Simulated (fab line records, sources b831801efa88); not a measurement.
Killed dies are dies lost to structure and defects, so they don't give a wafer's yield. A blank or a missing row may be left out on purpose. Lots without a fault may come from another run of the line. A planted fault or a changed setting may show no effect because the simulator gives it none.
Which tool did it? | flow gf180mcu | 12 lots, 36 wafers sampled, at 5 steps of a route of 602

WHAT THE GAUGES READ, wafer by wafer
GF_V3_THK_MEAS_25: measures by xrf. Usual: V3_W_THK 351 nm, standard deviation 3.9.
lot  | measured     | on            | V3_W_THK (nm) | flag
L565 | day 23 15:56 | film_metro-04 | 355 354 353   |
L566 | day 23 22:12 | film_metro-03 | 349 347 348   |
L567 | day 24 08:40 | film_metro-03 | 350 353 352   |
L569 | day 25 05:40 | film_metro-02 | 351 351 353   |
L570 | day 25 12:08 | film_metro-02 | 350 355 348   |
L572 | day 26 05:32 | film_metro-02 | 356 355 355   |
L573 | day 26 06:07 | film_metro-04 | 349 349 353   |
L575 | day 27 01:05 | film_metro-02 | 352 349 353   |
L580 | day 28 10:02 | film_metro-04 | 346 351 356   |
L583 | day 29 04:20 | film_metro-02 | 352 354 348   |
L584 | day 29 10:45 | film_metro-02 | 351 354 356   |
L585 | day 29 17:56 | film_metro-02 | 349 349 356   |

GF_MIM_THK_MEAS_06. Usual: MIM_CVD_05_THK 42.0 nm, standard deviation 0.56.
lot  | measured     | on            | MIM_CVD_05_THK (nm) | flag
L565 | day 25 15:28 | film_metro-01 | 41.0 41.7 41.5      |
L566 | day 25 21:29 | film_metro-02 | 41.8 42.1 42.3      |
L567 | day 26 07:11 | film_metro-04 | 41.6 41.5 41.5      |
L569 | day 27 03:04 | film_metro-02 | 41.5 41.8 41.6      |
L570 | day 27 10:22 | film_metro-01 | 41.9 42.3 42.7      |
L572 | day 28 01:18 | film_metro-02 | 45.5 45.8 40.9      | OFF
L573 | day 28 02:51 | film_metro-02 | 41.2 41.4 42.3      |
L575 | day 28 19:58 | film_metro-01 | 46.4 41.8 46.9      | OFF
L580 | day 30 03:08 | film_metro-02 | 41.9 42.7 42.0      |
L583 | day 30 21:17 | film_metro-02 | 40.9 41.3 41.4      |
L584 | day 31 03:28 | film_metro-04 | 41.0 42.1 42.1      |
L585 | day 31 10:19 | film_metro-01 | 42.2 43.0 42.3      |

WHICH TOOL RAN EACH LOT (tool, then ch and the chambers of the sampled wafers, then the start)
lot  | GF_M3_STRIP_17                       | GF_MIM_SPUTTER_01            | GF_MIM_CVD_05
L565 | plasma_asher-04 ch 0,1, day 22 15:09 | pvd_sputter-04, day 25 15:19 | pecvd-03 ch 0,1, day 25 15:26
L566 | plasma_asher-03 ch 0,1, day 22 21:00 | pvd_sputter-01, day 25 21:20 | pecvd-01 ch 1,2, day 25 21:27
L567 | plasma_asher-02 ch 0,1, day 23 07:56 | pvd_sputter-01, day 26 07:01 | pecvd-01 ch 0,1,2, day 26 07:09
L569 | plasma_asher-03 ch 0,1, day 24 05:35 | pvd_sputter-03, day 27 02:55 | pecvd-04 ch 0,2, day 27 03:02
L570 | plasma_asher-02 ch 0,1, day 24 11:51 | pvd_sputter-01, day 27 10:10 | pecvd-04 ch 0,1, day 27 10:17
L572 | plasma_asher-03 ch 0,1, day 25 05:18 | pvd_sputter-03, day 28 01:09 | pecvd-04 ch 0,1,2, day 28 01:16
L573 | plasma_asher-02 ch 0,1, day 25 06:46 | pvd_sputter-03, day 28 02:42 | pecvd-01 ch 0,1,2, day 28 02:49
L575 | plasma_asher-04 ch 0,1, day 26 02:10 | pvd_sputter-03, day 28 19:49 | pecvd-04 ch 0,1, day 28 19:56
L580 | plasma_asher-02 ch 0,1, day 27 12:45 | pvd_sputter-03, day 30 02:59 | pecvd-03 ch 0,1,2, day 30 03:06
L583 | plasma_asher-04 ch 0,1, day 28 06:54 | pvd_sputter-03, day 30 21:07 | pecvd-01 ch 1,2, day 30 21:14
L584 | plasma_asher-03 ch 0,1, day 28 13:31 | pvd_sputter-01, day 31 03:18 | pecvd-01 ch 0,1, day 31 03:26
L585 | plasma_asher-04 ch 0,1, day 28 19:43 | pvd_sputter-04, day 31 10:10 | pecvd-04 ch 0,2, day 31 10:17
- GF_M3_STRIP_17: strips in O2/N2.
- GF_MIM_SPUTTER_01: material TiN, target thk 30 nm, time 25 s.
- GF_MIM_CVD_05: deposits Si3N4, target thk 42 nm, time 29.086 s.

WHAT THE TOOLS THEMSELVES READ (means of the sampled wafers that have a number; where no wafer has one, the mark that the record gives instead)
GF_M3_STRIP_17. Usual: drypump_motor_current_A 5.9 A, standard deviation 0.42; heater_power_w 340 W, standard deviation 37; oes_product_au 0.539 a.u., standard deviation 0.0053; strip_time_to_endpoint_s 7.41 s, standard deviation 0.05.
lot  | tool            | drypump_motor_current_A (A) | heater_power_w (W) | oes_product_au (a.u.) | strip_time_to_endpoint_s (s) | flag
L565 | plasma_asher-04 | 6.0                         | 331                | 0.544                 | 7.43                         |
L566 | plasma_asher-03 | 5.7                         | 356                | 0.535                 | 7.38                         |
L567 | plasma_asher-02 | 5.6                         | 367                | 0.541                 | 7.44                         |
L569 | plasma_asher-03 | 5.8                         | 357                | 0.538                 | 7.38                         |
L570 | plasma_asher-02 | 5.7                         | 330                | 0.538                 | 7.42                         |
L572 | plasma_asher-03 | 5.8                         | 362                | 0.536                 | 7.38                         |
L573 | plasma_asher-02 | 5.7                         | 328                | 0.539                 | 7.43                         |
L575 | plasma_asher-04 | 6.1                         | 331                | 0.540                 | 7.46                         |
L580 | plasma_asher-02 | 5.6                         | 376                | 0.541                 | 7.40                         |
L583 | plasma_asher-04 | 6.3                         | 324                | 0.540                 | 7.36                         |
L584 | plasma_asher-03 | 5.5                         | 348                | 0.535                 | 7.35                         |
L585 | plasma_asher-04 | 6.3                         | 326                | 0.540                 | 7.38                         |

GF_MIM_SPUTTER_01. Usual: throttle_valve_pct 29.9 %, standard deviation 1.2.
lot  | tool           | throttle_valve_pct (%) | flag
L565 | pvd_sputter-04 | 29.7                   |
L566 | pvd_sputter-01 | 31.3                   |
L567 | pvd_sputter-01 | 30.7                   |
L569 | pvd_sputter-03 | 31.0                   |
L570 | pvd_sputter-01 | 30.0                   |
L572 | pvd_sputter-03 | 30.7                   |
L573 | pvd_sputter-03 | 30.1                   |
L575 | pvd_sputter-03 | 30.0                   |
L580 | pvd_sputter-03 | 30.1                   |
L583 | pvd_sputter-03 | 30.6                   |
L584 | pvd_sputter-01 | 30.4                   |
L585 | pvd_sputter-04 | 29.4                   |

GF_MIM_CVD_05. Usual: heater_power_w 687 W, standard deviation 120.
lot  | tool     | heater_power_w (W) | flag
L565 | pecvd-03 | 604                |
L566 | pecvd-01 | 643                |
L567 | pecvd-01 | 707                |
L569 | pecvd-04 | 599                |
L570 | pecvd-04 | 620                |
L572 | pecvd-04 | 669                |
L573 | pecvd-01 | 672                |
L575 | pecvd-04 | 592                |
L580 | pecvd-03 | 621                |
L583 | pecvd-01 | 823                |
L584 | pecvd-01 | 870                |
L585 | pecvd-04 | 709                |

THE ANSWER, worked out from the rows above alone
Rule: a lot is off if the mean of its wafers that have a number lies more than 3 standard deviations from the usual mean. A lot without any number at a reading at which 4 lots or more have one is off too. The other lots that the step has rows for count as sound. The gauges are gone through in route order, then the tools' own readings, and for those a lot's mean is taken as printed above. The first step at which some lot is off is used, and at that step the reading that is off furthest; a lot without a number counts as furthest.
Off: L572, L575, at GF_MIM_THK_MEAS_06 (MIM_CVD_05_THK).
A tool fits if, at a process step before that reading, it ran every lot that is off, and no sound lot after the first of them. The gauges at GF_MIM_THK_MEAS_06 are tried like those tools. None of those tried fits.

WHAT THE SIMULATOR HAD PUT IN
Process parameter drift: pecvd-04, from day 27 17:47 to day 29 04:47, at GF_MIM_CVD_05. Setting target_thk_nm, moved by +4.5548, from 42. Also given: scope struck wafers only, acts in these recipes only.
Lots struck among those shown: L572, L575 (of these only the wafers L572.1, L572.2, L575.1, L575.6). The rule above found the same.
